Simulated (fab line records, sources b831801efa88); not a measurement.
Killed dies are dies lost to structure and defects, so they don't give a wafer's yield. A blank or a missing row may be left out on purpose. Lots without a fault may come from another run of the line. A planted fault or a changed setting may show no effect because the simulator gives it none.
Problem report in the 8D (eight disciplines) form, filled by code | flow gf180mcu | the parts of the form that need people (team, actions taken, sign-off) are left out

1. THE PROBLEM
cathode_dc_power_W at GF_M1_SPUTTER_02 reads a mean of 10871 W on 6 wafers of 2 lots; wafers without a fault read 10600 W with a standard deviation of 1.8. That is +99 or more standard deviations from the usual mean.
The step: material AlCu, target thk 450 nm, time 23.9 s.
First seen on wafer L662.1, day 22 11:33, on pvd_sputter-04. The record holds 36 wafers of 12 lots with a number at this step. Rule for "out", or "out of limits": more than 4 standard deviations from the usual mean. The other wafers with a number count as sound.

2. WHAT IT IS AND WHAT IT IS NOT
question                    | is                     | is not
which readings at this step | cathode_dc_power_W     | throttle_valve_pct
which lots                  | L662, L664             | L648, L649, L650, L651, L652, L653, L654, L657, L667, L668
which wafers of those lots  | all that have a number | -
read on which tools         | pvd_sputter-04         | pvd_sputter-01, pvd_sputter-03
when                        | from day 22 11:33      | up to then (24 sound wafers); but 6 sound wafers of L667, L668 came after

3. SUSPECTS, AND WHAT RULES EACH OUT
Counting: a tool at a process step up to the reading stays a suspect if it ran every lot that is out and no sound lot after the first of them.
- pvd_sputter-04 at GF_M1_SPUTTER_02 (material AlCu, target thk 450 nm, time 23.9 s): kept. It ran every lot that is out, first L662 (day 22 11:33), and no sound lot after that; its last sound lot up to then is L652 (day 18 20:32). Its own readings are out on those wafers: cathode_dc_power_W.
Left after counting: pvd_sputter-04 at GF_M1_SPUTTER_02.

4. THE CAUSE (what the simulator had put in)
Process parameter drift: pvd_sputter-04, from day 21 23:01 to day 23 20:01, at GF_M1_SPUTTER_02. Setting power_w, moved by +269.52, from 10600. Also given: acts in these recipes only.
Counting left only this tool.

5. THE CHAIN OF EFFECTS, in route order
Each row: a reading whose mean over the struck wafers that have a number lies more than 3 standard deviations from the usual. Only readings for which the record gives a usual standard deviation are gone through. hours: the time from each lot's start at the first step in this table that gives one to its start at this step, as a median over the lots. sigmas: the change in usual standard deviations.
hours | step             | reading            | usual   | on struck wafers | change | sigmas
0     | GF_M1_SPUTTER_02 | cathode_dc_power_W | 10600 W | 10871            | +271   | +99 or more
The process steps in it:
- GF_M1_SPUTTER_02: material AlCu, target thk 450 nm, time 23.9 s.
Later measuring or inspecting steps at which every struck wafer that the step has a row for has a number for every such reading, and none has moved that far: GF_M1_RS_MEAS_05.

6. WHAT WOULD HAVE CAUGHT IT SOONER
In this record the first reading out of limits was taken at day 22 11:33, 13 hours after the fault began at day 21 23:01.
